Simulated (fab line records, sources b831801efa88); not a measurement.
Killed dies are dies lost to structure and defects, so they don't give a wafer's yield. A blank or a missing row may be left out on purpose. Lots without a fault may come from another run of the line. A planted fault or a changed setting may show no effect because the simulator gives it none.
Which tool did it? | flow gf180mcu | 24 lots, 72 wafers sampled, at 6 steps of a route of 602

WHAT THE GAUGES READ, wafer by wafer
GF_M5_OVL_MEAS_08. Usual: M5_OVL 4 nm, standard deviation 4.7.
lot  | measured     | on         | M5_OVL (nm) | flag
L074 | day 26 00:41 | overlay-01 | -1 6 1      |
L075 | day 26 06:20 | overlay-02 | 3 7 0       |
L076 | day 26 17:06 | overlay-01 | 7 11 6      |
L077 | day 26 23:49 | overlay-02 | 4 4 2       |
L078 | day 27 10:01 | overlay-02 | 4 7 7       |
L079 | day 27 16:03 | overlay-01 | 8 3 -2      |
L080 | day 28 05:07 | overlay-02 | -1 6 0      |
L081 | day 28 17:13 | overlay-02 | 12 7 5      |
L082 | day 28 22:06 | overlay-02 | 4 4 0       |
L083 | day 29 05:29 | overlay-02 | 7 9 2       |
L084 | day 29 11:55 | overlay-01 | 3 5 1       |
L085 | day 29 19:19 | overlay-01 | -4 -3 1     |
L086 | day 30 02:51 | overlay-02 | 15 13 8     |
L087 | day 30 11:01 | overlay-02 | 5 7 11      |
L088 | day 30 20:34 | overlay-01 | -5 -2 -1    |
L089 | day 31 04:41 | overlay-01 | -1 0 1      |
L090 | day 31 10:28 | overlay-01 | -1 -1 -2    |
L091 | day 31 12:59 | overlay-02 | 2 2 -4      |
L092 | day 31 19:32 | overlay-02 | 12 6 9      |
L093 | day 32 01:19 | overlay-01 | 12 12 8     |
L094 | day 32 02:22 | overlay-02 | -3 -4 -5    |
L095 | day 32 10:22 | overlay-02 | 11 4 3      |
L097 | day 32 15:49 | overlay-01 | -1 4 2      |
L096 | day 32 20:40 | overlay-01 | 0 -4 3      |

GF_V5_THK_MEAS_03. Usual: V5_CVD_02_THK 1445 nm, standard deviation 19.
lot  | measured     | on            | V5_CVD_02_THK (nm) | flag
L074 | day 26 01:38 | film_metro-02 | 1441 1457 1487     |
L075 | day 26 07:16 | film_metro-01 | 1432 1420 1458     |
L076 | day 26 18:10 | film_metro-04 | 1437 1429 1464     |
L077 | day 27 00:44 | film_metro-04 | 1435 1439 1444     |
L078 | day 27 10:57 | film_metro-02 | 1430 1397 1442     |
L079 | day 27 17:01 | film_metro-01 | 1444 1424 1443     |
L080 | day 28 06:04 | film_metro-01 | 1426 1454 1444     |
L081 | day 28 18:08 | film_metro-01 | 1442 1398 1480     |
L082 | day 28 23:02 | film_metro-04 | 1476 1459 1454     |
L083 | day 29 06:38 | film_metro-02 | 1443 1463 1480     |
L084 | day 29 12:52 | film_metro-01 | 1440 1471 1463     |
L085 | day 29 20:17 | film_metro-04 | 1436 1455 1459     |
L086 | day 30 03:49 | film_metro-01 | 1418 1446 1459     |
L087 | day 30 11:58 | film_metro-02 | 1415 1466 1441     |
L088 | day 30 21:33 | film_metro-01 | 1441 1402 1438     |
L089 | day 31 05:41 | film_metro-02 | 1444 1449 1430     |
L090 | day 31 11:32 | film_metro-04 | 1437 1433 1478     |
L091 | day 31 14:08 | film_metro-01 | 1437 1457 1433     |
L092 | day 31 20:29 | film_metro-01 | 1472 1432 1466     |
L093 | day 32 02:16 | film_metro-04 | 1441 1463 1438     |
L094 | day 32 03:19 | film_metro-01 | 1413 1468 1474     |
L095 | day 32 11:18 | film_metro-01 | 1420 1417 1443     |
L097 | day 32 16:50 | film_metro-02 | 1450 1441 1468     |
L096 | day 32 21:41 | film_metro-04 | 1435 1472 1478     |

GF_V5_OVL_MEAS_15. Usual: V5_OVL 2 nm, standard deviation 6.6.
lot  | measured     | on         | V5_OVL (nm) | flag
L074 | day 26 22:59 | overlay-02 | 8 12 10     |
L075 | day 27 04:23 | overlay-02 | 15 8 13     |
L076 | day 27 15:07 | overlay-02 | 5 8 2       |
L077 | day 27 21:18 | overlay-02 | 9 6 12      |
L078 | day 28 07:06 | overlay-01 | 8 2 1       |
L079 | day 28 13:39 | overlay-02 | -7 -13 -5   |
L080 | day 29 01:51 | overlay-02 | 5 1 1       |
L081 | day 29 12:28 | overlay-02 | 0 -6 3      |
L082 | day 29 19:02 | overlay-02 | -1 5 8      |
L083 | day 30 02:08 | overlay-02 | 10 9 11     |
L084 | day 30 08:02 | overlay-01 | -1 4 -3     |
L085 | day 30 14:32 | overlay-02 | -6 -6 9     |
L086 | day 30 22:19 | overlay-02 | 2 6 6       |
L087 | day 31 05:47 | overlay-01 | -3 -3 -2    |
L088 | day 31 15:16 | overlay-02 | 3 8 2       |
L089 | day 31 23:37 | overlay-01 | 11 12 9     |
L090 | day 32 05:22 | overlay-01 | -8 -6 -8    |
L091 | day 32 08:10 | overlay-01 | 8 -4 2      |
L092 | day 32 13:51 | overlay-01 | 0 -5 -4     |
L093 | day 32 19:22 | overlay-01 | -7 -8 2     |
L094 | day 32 20:29 | overlay-02 | -6 -6 -10   |
L095 | day 33 03:51 | overlay-02 | 7 1 8       |
L097 | day 33 09:34 | overlay-01 | 5 6 0       |
L096 | day 33 13:41 | overlay-01 | 6 2 9       |

GF_TOP_METAL_THK_MEAS_06: measures by xrf. Usual: TOP_METAL_ALCU_THK 893 nm, standard deviation 12.
lot  | measured     | on            | TOP_METAL_ALCU_THK (nm) | flag
L074 | day 27 00:44 | film_metro-03 | 895 887 898             |
L075 | day 27 06:08 | film_metro-01 | 899 898 899             |
L076 | day 27 16:55 | film_metro-04 | 881 879 885             |
L077 | day 27 23:04 | film_metro-03 | 880 899 905             |
L078 | day 28 08:53 | film_metro-04 | 899 909 910             |
L079 | day 28 15:47 | film_metro-01 | 891 900 896             |
L080 | day 29 03:38 | film_metro-01 | 868 870 872             |
L081 | day 29 14:14 | film_metro-01 | 881 873 878             |
L082 | day 29 20:48 | film_metro-03 | 909 900 915             |
L083 | day 30 03:53 | film_metro-04 | 897 891 904             |
L084 | day 30 09:50 | film_metro-03 | 896 885 898             |
L085 | day 30 16:17 | film_metro-01 | 914 896 906             |
L086 | day 31 00:07 | film_metro-04 | 890 884 881             |
L087 | day 31 07:36 | film_metro-03 | 897 901 904             |
L088 | day 31 17:04 | film_metro-04 | 890 902 891             |
L089 | day 32 01:22 | film_metro-01 | 894 903 892             |
L090 | day 32 07:08 | film_metro-04 | 908 911 900             |
L091 | day 32 10:26 | film_metro-01 | 890 888 879             |
L092 | day 32 15:39 | film_metro-03 | 887 885 900             |
L093 | day 32 21:09 | film_metro-03 | 913 913 913             |
L094 | day 32 22:19 | film_metro-01 | 882 886 876             |
L095 | day 33 06:20 | film_metro-04 | 883 906 894             |
L097 | day 33 11:21 | film_metro-01 | 891 887 886             |
L096 | day 33 15:29 | film_metro-03 | 895 901 889             |

GF_PASSIVATION_BOW_MEAS_14. Usual: PASSIVATION_BOW 135 um, standard deviation 11.
lot  | measured     | on            | PASSIVATION_BOW (um) | flag
L074 | day 28 19:38 | film_metro-02 | 145 137 138          |
L075 | day 29 02:04 | film_metro-03 | 133 127 124          |
L076 | day 29 10:10 | film_metro-03 | 124 125 131          |
L077 | day 29 15:40 | film_metro-02 | 153 139 141          |
L078 | day 30 01:49 | film_metro-03 | 137 140 140          |
L079 | day 30 07:55 | film_metro-02 | 122 137 136          |
L080 | day 30 19:25 | film_metro-04 | 129 143 135          |
L081 | day 31 05:25 | film_metro-04 | 139 138 137          |
L082 | day 31 10:53 | film_metro-02 | 138 136 132          |
L083 | day 31 18:44 | film_metro-03 | 139 141 150          |
L084 | day 32 00:04 | film_metro-02 | 144 147 138          |
L085 | day 32 05:37 | film_metro-03 | 147 146 144          |
L086 | day 32 13:02 | film_metro-04 | 120 119 127          |
L087 | day 32 19:56 | film_metro-04 | 117 120 111          |
L088 | day 33 04:46 | film_metro-03 | 142 153 142          |
L089 | day 33 12:32 | film_metro-02 | 127 122 134          |
L090 | day 33 17:19 | film_metro-03 | 137 137 115          |
L091 | day 33 21:32 | film_metro-04 | 143 141 128          |
L092 | day 34 02:16 | film_metro-04 | 132 135 140          |
L093 | day 34 06:47 | film_metro-03 | 113 135 120          |
L094 | day 34 08:02 | film_metro-02 | 149 153 151          |
L095 | day 34 15:41 | film_metro-02 | 148 137 156          |
L097 | day 34 20:59 | film_metro-03 | 118 136 129          |
L096 | day 35 00:02 | film_metro-02 | 125 119 130          |

WHICH TOOL RAN EACH LOT (tool, then ch and the chambers of the sampled wafers, then the start)
lot  | GF_V5_CMP_26
L074 | cmp-01 ch 1,2, day 27 00:05
L075 | cmp-02 ch 0,1,2, day 27 05:38
L076 | cmp-01 ch 1,2,3, day 27 16:16
L077 | cmp-02 ch 0,3, day 27 22:25
L078 | cmp-02 ch 0,1,2, day 28 08:14
L079 | cmp-02 ch 0,1,2, day 28 15:09
L080 | cmp-02 ch 0,1,3, day 29 03:05
L081 | cmp-02 ch 1,2,3, day 29 13:38
L082 | cmp-01 ch 1,3, day 29 20:10
L083 | cmp-02 ch 1,2,3, day 30 03:17
L084 | cmp-02 ch 0,1, day 30 09:11
L085 | cmp-01 ch 0,1,2, day 30 15:38
L086 | cmp-02 ch 0,1,3, day 30 23:34
L087 | cmp-02 ch 0,3, day 31 06:58
L088 | cmp-02 ch 0,1, day 31 16:26
L089 | cmp-01 ch 0,1,2, day 32 00:43
L090 | cmp-01 ch 1,2,3, day 32 06:32
L091 | cmp-02 ch 1,2,3, day 32 09:56
L092 | cmp-01 ch 0,1,2, day 32 15:03
L093 | cmp-01 ch 2,3, day 32 20:29
L094 | cmp-02 ch 1,2, day 32 21:43
L095 | cmp-02 ch 1,2, day 33 05:44
L097 | cmp-02 ch 1,2, day 33 10:42
L096 | cmp-02 ch 0,2, day 33 14:53
- GF_V5_CMP_26: polishes, stops on SiO2, t overpolish 15 s, target thk 0 nm.

WHAT THE TOOLS THEMSELVES READ (means of the sampled wafers that have a number; where no wafer has one, the mark that the record gives instead)
GF_V5_CMP_26. Usual: motor_current_A 11.6 A, standard deviation 1.5; overpolish_run_s 15.000 s, standard deviation 0.0079; time_to_endpoint_s 86.0 s, standard deviation 2.8.
lot  | tool   | motor_current_A (A) | overpolish_run_s (s) | time_to_endpoint_s (s) | flag
L074 | cmp-01 | 12.1                | 14.997               | 86.1                   |
L075 | cmp-02 | 12.5                | 14.997               | 83.8                   |
L076 | cmp-01 | 12.1                | 15.001               | 84.7                   |
L077 | cmp-02 | 9.6                 | 15.004               | 86.4                   |
L078 | cmp-02 | 11.7                | 15.003               | 89.1                   |
L079 | cmp-02 | 12.1                | 15.007               | 88.3                   |
L080 | cmp-02 | 10.9                | 14.991               | 88.8                   |
L081 | cmp-02 | 11.5                | 14.996               | 85.0                   |
L082 | cmp-01 | 11.4                | 15.000               | 90.8                   |
L083 | cmp-02 | 11.1                | 15.009               | 83.8                   |
L084 | cmp-02 | 11.5                | 15.003               | 85.6                   |
L085 | cmp-01 | 12.2                | 15.000               | 81.6                   |
L086 | cmp-02 | 10.9                | 14.995               | 85.8                   |
L087 | cmp-02 | 9.4                 | 15.005               | 86.5                   |
L088 | cmp-02 | 11.9                | 14.998               | 84.5                   |
L089 | cmp-01 | 12.7                | 15.003               | 82.9                   |
L090 | cmp-01 | 11.8                | 15.001               | 85.5                   |
L091 | cmp-02 | 11.4                | 15.002               | 87.4                   |
L092 | cmp-01 | 12.6                | 15.002               | 81.9                   |
L093 | cmp-01 | 12.5                | 14.992               | 87.0                   |
L094 | cmp-02 | 12.7                | 15.003               | 87.5                   |
L095 | cmp-02 | 12.9                | 14.996               | 84.3                   |
L097 | cmp-02 | 12.3                | 14.989               | 89.6                   |
L096 | cmp-02 | 11.5                | 15.002               | 86.2                   |

THE ANSWER, worked out from the rows above alone
Rule: a lot is off if the mean of its wafers that have a number lies more than 3 standard deviations from the usual mean. A lot without any number at a reading at which 4 lots or more have one is off too. The other lots that the step has rows for count as sound. The gauges are gone through in route order, then the tools' own readings, and for those a lot's mean is taken as printed above. The first step at which some lot is off is used, and at that step the reading that is off furthest; a lot without a number counts as furthest.
No lot is off at any reading shown: from this, nothing can be told.

WHAT THE SIMULATOR HAD PUT IN
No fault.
